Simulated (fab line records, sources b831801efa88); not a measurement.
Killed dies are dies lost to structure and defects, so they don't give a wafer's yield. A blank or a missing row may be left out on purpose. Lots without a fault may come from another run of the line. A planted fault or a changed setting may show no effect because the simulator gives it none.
fab line records | flow sky130
record lots=11 wafers=33 last_day=50
route steps=708 shown FIELD_ISO@18 NWELL@64 PAD_OPEN@708
lots that met no fault: from a run of the same line without faults
start_h: hours from the record's first day to the start of the lot's first wafer shown | wait_h: hours since the lot's step before | " the same as in the row above | L1.1+2: a row that stands for several wafers | - no value, or no start given | * or withheld: withheld | < > ~ a bound
route shown NAME@n: a module of which the file shows steps, and the number in the route of the first | usual: mean/standard deviation of fault-free wafers | same: alike in all rows | chamber/n: place in a boat | sites: the reading at each site | _std_site: their standard deviation | _edge_site: outer sites' mean less inner sites' | radius_mm: how far each site lies from the wafer's centre | mask NAME#n: copy n | behind: the tool/chamber that last shaped the wafer | hold: why the lot was held/for how many hours/how that ended | device: the transistor (n, p or np) that didn't switch | end of line: the same wafers' tests at the end of the route | a step without rows: its recipe alone | killed: dies lost to structure and defects at the first sort, not the wafer's yield | map: a wafer's dies, x killed, . not, _ none there
set.NAME: the setting as run; set.NAME@STEP: as run at that earlier step | model.NAME: the simulator's own value behind a step, which no gauge read
steps of the route over a sample of lots; a table a step, a row a wafer
services: from which hour (start_h, from the record's first day; less than 0 if before it) a tool's chamber was out of use, for how many hours, and why
## steps
# step SKY_FIELD_ISO_ETCH_17
# recipe target_depth_a=3420 mask_material=Si3N4 chemistry=HBr/Cl2/O2 target=Si taper_deg=5 icp_w=600 bias_w=150 pressure_mtorr=15 HBr_flow_sccm=150 Cl2_flow_sccm=40 O2_flow_sccm=6 time_s=97.7
# usual drypump_motor_current_A=5.7/0.49 mfc_cl2_sccm=40.01/0.13 oes_product_au=1.001/0.01 throttle_valve_pct=25.655/0.012
# columns lot.wafer tool chamber start_h wait_h drypump_motor_current_A mfc_cl2_sccm oes_product_au rf_hours_counter_h throttle_valve_pct
L876.1 rie_si-02 3 31.30 0.1 5.7 39.98 1.007 9 25.659
L876.2 " 2 " " 6.1 40.01 0.990 74 25.646
L876.5 " 3 " " 5.7 39.87 0.996 - 25.659
L877.1 rie_si-01 0 35.24 0.1 5.0 39.82 0.984 23 25.679
L877.2 " 3 " " 5.1 39.99 0.989 126 25.669
L877.4 " 1 " " 5.9 40.28 1.004 134 25.638
L879.1 rie_si-01 0 46.35 0.1 5.0 39.99 0.989 23 25.649
L879.4 " 3 " " 5.1 39.95 0.988 126 25.652
L879.5 " 0 " " 5.0 39.81 0.993 - 25.662
L880.2 rie_si-02 3 49.68 0.1 5.7 40.03 1.019 9 25.641
L880.3 " 0 " " 5.1 40.19 1.009 11 25.657
L880.5 " 2 " " 6.1 39.77 0.987 - 25.668
L882.1 rie_si-01 1 59.29 0.1 5.9 40.16 1.011 134 25.632
L882.2 " 3 " " 5.1 40.00 0.985 127 25.654
L882.4 " 0 " " 5.0 39.84 0.984 24 25.676
L890.1 rie_si-02 1 102.05 0.1 6.2 40.12 1.021 138 25.638
L890.3 " 2 " " 6.1 40.22 1.000 74 25.655
L890.4 " 0 " " 5.1 40.02 1.004 12 25.655
L894.1 rie_si-01 2 121.53 0.1 6.3 39.96 0.998 120 25.653
L894.4 " 1 " " 5.9 39.81 1.009 135 25.659
L894.5 " 0 " " 5.0 39.96 0.999 - 25.638
L895.1 rie_si-02 0 130.58 0.1 5.0 39.89 0.995 12 25.638
L895.2 " 3 " " 5.7 39.87 1.005 10 25.653
L895.4 " 3 " " 5.7 40.00 1.007 - 25.641
L896.1 rie_si-02 3 138.25 0.1 5.7 39.97 0.995 10 25.679
L896.4 " 2 " " 6.1 39.96 0.996 - 25.664
L896.5 " 0 " " 5.1 40.03 0.995 - 25.665
L897.2 rie_si-01 0 142.60 0.1 5.0 39.84 1.005 24 25.647
L897.3 " 3 " " 5.2 40.24 0.994 127 25.651
L897.4 " 2 " " 6.3 40.12 1.009 120 25.637
L898.1 rie_si-01 3 147.34 0.1 5.1 40.22 1.005 127 25.645
L898.2 " 1 " " 5.9 40.23 1.015 135 25.628
L898.4 " 2 " " 6.3 40.20 1.010 121 25.650
# step SKY_FIELD_ISO_THK_MEAS_25
# recipe reads=SiO2_of_FIELD_ISO_CVD_24
# usual FIELD_ISO_CVD_24_THK=598/6.4
# columns lot.wafer tool chamber start_h wait_h FIELD_ISO_CVD_24_THK[nm]
L876.1 film_metro-04 - 32.99 0.1 596
L876.2 " - " " 595
L876.5 " - " " 595
L877.1 film_metro-01 - 37.94 0.0 591
L877.2 " - " " 590
L877.4 " - " " 587
L879.1 film_metro-04 - 49.16 0.0 596
L879.4 " - " " 598
L879.5 " - " " 605
L880.2 film_metro-01 - 53.19 0.0 597
L880.3 " - " " 588
L880.5 " - " " 599
L882.1 film_metro-04 - 61.99 0.0 592
L882.2 " - " " 589
L882.4 " - " " 589
L890.1 film_metro-03 - 103.70 0.0 592
L890.3 " - " " 591
L890.4 " - " " 597
L894.1 film_metro-04 - 123.18 0.0 588
L894.4 " - " " 604
L894.5 " - " " 594
L895.1 film_metro-01 - 132.24 0.0 592
L895.2 " - " " 604
L895.4 " - " " 601
L896.1 film_metro-03 - 139.94 0.0 614
L896.4 " - " " 607
L896.5 " - " " 599
L897.2 film_metro-01 - 144.27 0.0 596
L897.3 " - " " 592
L897.4 " - " " 600
L898.1 film_metro-04 - 150.07 0.0 595
L898.2 " - " " 584
L898.4 " - " " 596
# step SKY_FIELD_ISO_CMP_27
# recipe stop_on=Si3N4 t_overpolish_s=16 down_force_psi=4 platen_rpm=60 target_thk_nm=457.8 pad_velocity_m_s=0.94248
# usual motor_current_A=12.0/0.88 overpolish_run_s=15.999/0.0096 time_to_endpoint_s=111/5.5
# columns lot.wafer tool chamber start_h wait_h motor_current_A overpolish_run_s time_to_endpoint_s
L876.2 cmp-02 3 34.65 0.1 11.1 16.003 121
L876.1 " 0 " " 12.4 16.005 117
L876.5 " 1 " " 11.6 15.999 110
L877.2 cmp-02 3 40.55 0.1 10.3 15.997 124
L877.1 " 0 " " 12.7 15.989 113
L877.4 " 1 " " 11.6 15.980 106
L879.1 cmp-01 0 51.97 0.1 13.4 16.006 105
L879.4 " 1 " " 11.5 16.012 105
L879.5 " 2 " " 12.1 16.002 105
L880.2 cmp-02 0 54.74 0.0 12.9 15.993 114
L880.3 " 1 " " 11.3 15.999 104
L880.5 " 1 " " 12.2 15.998 107
L882.1 cmp-02 3 64.58 0.0 10.7 16.002 121
L882.2 " 1 " " 11.5 16.006 108
L882.4 " 2 " " 11.3 15.996 115
L890.3 cmp-02 0 106.37 0.1 12.0 15.992 114
L890.1 " 1 " " 11.5 16.015 108
L890.4 " 2 " " 12.2 15.998 116
L894.4 cmp-02 2 124.79 0.1 12.0 15.993 119
L894.1 " 3 " " 10.7 16.005 121
L894.5 " 1 " " 11.7 15.991 107
L895.2 cmp-02 1 133.85 0.1 11.5 16.006 105
L895.1 " 2 " " 12.0 15.997 110
L895.4 " 3 " " 10.4 16.013 119
L896.1 cmp-02 0 141.60 0.1 12.7 15.994 115
L896.4 " 1 " " 12.3 15.998 108
L896.5 " 3 " " 9.7 16.003 117
L897.2 cmp-02 3 145.82 0.0 10.8 15.982 116
L897.3 " 1 " " 12.4 16.008 104
L897.4 " 2 " " 12.1 16.010 115
L898.4 cmp-01 0 152.72 0.1 13.5 15.991 106
L898.1 " 1 " " 11.4 15.999 106
L898.2 " 2 " " 12.1 16.010 110
# step SKY_NWELL_IMPLANT_11
# recipe species=P energy_kev=400 dose_cm2=1.9e+13 tilt_deg=withheld
# usual beam_energy_keV=399.99/0.13
# columns lot.wafer tool chamber start_h wait_h beam_energy_keV
L876.1 implanter-03 0 86.14 0.1 400.11
L876.2 " 0 " " 399.92
L876.5 " 0 " " 399.87
L877.1 implanter-03 0 91.64 0.2 400.23
L877.2 " 0 " " 400.31
L877.4 " 0 " " 400.18
L879.1 implanter-03 0 105.90 0.0 315.30
L879.4 " 0 " " 315.33
L879.5 " 0 " " 315.37
L880.2 implanter-03 0 109.23 0.0 315.22
L880.3 " 0 " " 315.18
L880.5 " 0 " " 315.13
L882.1 implanter-03 0 122.46 0.0 315.31
L882.2 " 0 " " 315.11
L882.4 " 0 " " 315.12
L890.1 implanter-02 0 168.25 0.0 399.84
L890.3 " 0 " " 400.03
L890.4 " 0 " " 400.04
L894.1 implanter-03 0 187.30 0.0 400.04
L894.4 " 0 " " 400.10
L894.5 " 0 " " 399.88
L895.1 implanter-03 0 197.11 0.0 399.90
L895.2 " 0 " " 399.88
L895.4 " 0 " " 400.03
L896.1 implanter-03 0 204.95 0.0 400.01
L896.4 " 0 " " 400.10
L896.5 " 0 " " 399.98
L897.2 implanter-03 0 212.29 0.0 399.85
L897.3 " 0 " " 400.00
L897.4 " 0 " " 399.85
L898.1 implanter-03 0 219.36 0.0 399.90
L898.2 " 0 " " 400.03
L898.4 " 0 " " 399.84
# step SKY_NWELL_TW_MEAS_15
# usual NWELL_TW=1805/18
# columns lot.wafer tool chamber start_h wait_h NWELL_TW
L876.1 film_metro-01 - 86.69 0.1 1810
L876.2 " - " " 1819
L876.5 " - " " 1814
L877.1 film_metro-01 - 92.19 0.1 1823
L877.2 " - " " 1811
L877.4 " - " " 1830
L879.1 film_metro-03 - 106.45 0.1 1784
L879.4 " - " " 1786
L879.5 " - " " 1784
L880.2 film_metro-02 - 109.76 0.1 1733
L880.3 " - " " 1737
L880.5 " - " " 1723
L882.1 film_metro-03 - 123.01 0.1 1754
L882.2 " - " " 1756
L882.4 " - " " 1759
L890.1 film_metro-02 - 168.80 0.1 1772
L890.3 " - " " 1772
L890.4 " - " " 1777
L894.1 film_metro-03 - 187.85 0.1 1821
L894.4 " - " " 1829
L894.5 " - " " 1825
L895.1 film_metro-02 - 197.66 0.1 1792
L895.2 " - " " 1786
L895.4 " - " " 1787
L896.1 film_metro-03 - 205.50 0.1 1814
L896.4 " - " " 1819
L896.5 " - " " 1810
L897.2 film_metro-03 - 212.82 0.1 1812
L897.3 " - " " 1804
L897.4 " - " " 1805
L898.1 film_metro-03 - 219.91 0.1 1821
L898.2 " - " " 1833
L898.4 " - " " 1818
# step SKY_NWELL_RS_MEAS_29
# recipe thk_meas_gauge=four-point-probe
# usual NWELL_RS=625.2/1.9
# columns lot.wafer tool chamber start_h wait_h NWELL_RS[ohm/sq]
L876.1 film_metro-01 - 105.46 0.2 622.1
L876.2 " - " " 623.4
L876.5 " - " " 623.3
L877.1 film_metro-01 - 110.58 0.1 623.0
L877.2 " - " " 627.5
L877.4 " - " " 625.4
L879.1 film_metro-02 - 124.62 0.1 659.2
L879.4 " - " " 658.6
L879.5 " - " " 659.4
L880.2 film_metro-01 - 128.61 0.2 665.8
L880.3 " - " " 663.7
L880.5 " - " " 665.1
L882.1 film_metro-02 - 142.02 0.2 663.1
L882.2 " - " " 664.3
L882.4 " - " " 664.1
L890.1 film_metro-01 - 189.76 0.1 626.6
L890.3 " - " " 626.2
L890.4 " - " " 625.1
L894.1 film_metro-01 - 209.19 0.1 629.8
L894.4 " - " " 630.3
L894.5 " - " " 630.4
L895.1 film_metro-01 - 219.48 0.1 625.2
L895.2 " - " " 624.8
L895.4 " - " " 624.7
L896.1 film_metro-03 - 228.12 0.1 625.6
L896.4 " - " " 626.5
L896.5 " - " " 626.0
L897.2 film_metro-03 - 235.54 0.1 621.7
L897.3 " - " " 624.8
L897.4 " - " " 624.4
L898.1 film_metro-01 - 242.76 0.1 622.5
L898.2 " - " " 624.7
L898.4 " - " " 623.5
# step SKY_PAD_OPEN_PROBE_99
# usual killed_at_M0_to_M3=43/7.3 killed_at_M4_up=3.1/1.7 killed_at_contacts=25/5.3 killed_at_front_end=14/4.1 killed_at_other=0.3/0.56 killed_dies=85/9.4 killed_open=46/7.4 killed_short=38/5.8
# same gross_dies=492 killed_at_back_side=0
# columns lot.wafer tool chamber start_h wait_h killed_at_M0_to_M3 killed_at_M4_up killed_at_contacts killed_at_front_end killed_at_other killed_dies killed_open killed_short
L894.1 prober-01 - 1176.09 0.1 32 2 35 9 0 78 42 36
L894.4 prober-01 - 1176.24 0.2 25 3 22 26 0 76 39 37
L894.5 prober-01 - 1176.29 0.2 40 3 25 11 0 79 47 32
L896.1 prober-01 - 1185.30 0.1 34 2 26 17 1 80 46 34
L896.4 prober-01 - 1185.45 0.2 39 4 26 12 0 81 45 36
L896.5 prober-01 - 1185.50 0.2 36 4 32 25 0 97 45 52
# killed by level:class
L894.1 CONTACT:geometric_particle:open=11 CONTACT:geometric_particle:short=8 LI_CONTACT:geometric_particle:open=7 VIA1:geometric_particle:open=6 VIA2:geometric_particle:open=6 LI_CONTACT:geometric_particle:short=5 VIA1:geometric_particle:short=5 VIA3:geometric_particle:open=4
L894.4 FIELD_ISO:geometric_particle:short=8 LI_CONTACT:geometric_particle:open=7 CONTACT:geometric_particle:open=7 POLY_GATE:geometric_particle:open=5 VIA1:geometric_particle:open=5 POLY_GATE:geometric_particle:short=4 CONTACT:geometric_particle:short=4 METAL2:geometric_particle:short=4
L894.5 METAL2:geometric_particle:short=10 LI_CONTACT:geometric_particle:open=8 CONTACT:geometric_particle:open=8 LOCAL_INTERCONNECT:geometric_particle:short=7 VIA1:geometric_particle:open=6 VIA2:geometric_particle:open=6 METAL1:geometric_particle:short=5 FIELD_ISO:geometric_particle:open=4
L896.1 VIA1:geometric_particle:open=8 LI_CONTACT:geometric_particle:open=8 POLY_GATE:geometric_particle:open=7 CONTACT:geometric_particle:open=7 VIA1:geometric_particle:short=5 VIA2:geometric_particle:open=5 LOCAL_INTERCONNECT:geometric_particle:short=4 CONTACT:geometric_particle:short=4
L896.4 METAL1:geometric_particle:short=9 LI_CONTACT:geometric_particle:open=9 VIA3:geometric_particle:open=9 CONTACT:geometric_particle:open=7 VIA1:geometric_particle:open=6 POLY_GATE:geometric_particle:open=5 CONTACT:geometric_particle:short=5 METAL3:geometric_particle:short=5
L896.5 CONTACT:geometric_particle:open=12 VIA1:geometric_particle:open=12 POLY_GATE:geometric_particle:short=9 CONTACT:geometric_particle:short=7 METAL2:geometric_particle:short=6 LI_CONTACT:geometric_particle:open=6 METAL1:geometric_particle:short=6 FIELD_ISO:geometric_particle:open=5
## services
# columns tool chamber start_h hours kind
cmp-02 - 11.95 0.9 repair
cmp-01 - 14.75 5.5 pm
implanter-03 - 16.37 3.7 repair
cmp-01 - 23.06 11.7 pm
cmp-01 - 39.86 2.0 repair
implanter-02 - 41.49 97.8 pm
cmp-01 - 64.00 4.0 pm
cmp-01 - 74.48 1.5 repair
cmp-02 - 76.99 1.3 repair
cmp-02 - 94.04 0.4 repair
rie_si-01 3 101.68 14.9 repair
rie_si-02 - 105.17 0.8 repair
cmp-01 - 113.05 0.5 repair
implanter-03 - 130.11 0.5 repair
cmp-01 - 134.36 1.8 repair
cmp-02 - 140.65 0.8 repair
rie_si-02 0 144.23 4.7 repair
rie_si-01 1 148.86 - clean
rie_si-01 1 148.86 13.8 scheduled_down
rie_si-01 - 164.40 14.6 pm
cmp-02 - 179.62 6.0 pm
cmp-02 - 190.86 8.6 pm
implanter-02 - 196.55 1.2 repair
cmp-01 - 217.60 0.9 repair
## key
first_sign step=SKY_NWELL_IMPLANT_11 reading=beam_energy_keV direction=down sigmas=99+ usual=* struck=*
effect step=SKY_NWELL_TW_MEAS_15 reading=NWELL_TW direction=down sigmas=2.7 usual=1805 struck=1757
effect step=SKY_NWELL_RS_MEAS_29 reading=NWELL_RS direction=up sigmas=20 usual=625.2 struck=662.6
met_at SKY_NWELL_IMPLANT_11
struck_lots L879,L880,L882
tester_left_out L879,L880,L882
not_acting_at SKY_FIELD_ISO_ETCH_17,SKY_FIELD_ISO_THK_MEAS_25,SKY_FIELD_ISO_CMP_27
onset_between 91.64 105.90
fault kind=process_parameter_drift tool=implanter-03 chamber=- onset_h=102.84 steps=SKY_NWELL_IMPLANT_11 channel=energy_kev offset=* shape=step end_h=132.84 acts_in=* stated=*
# tester_left_out: of these lots the tester's yield and bins aren't shown, on N5 and GAA mostly nor the transistor test; their killed dies are dies lost to structure and defects alone, not to doping, threshold or leakage, so they don't give the yield
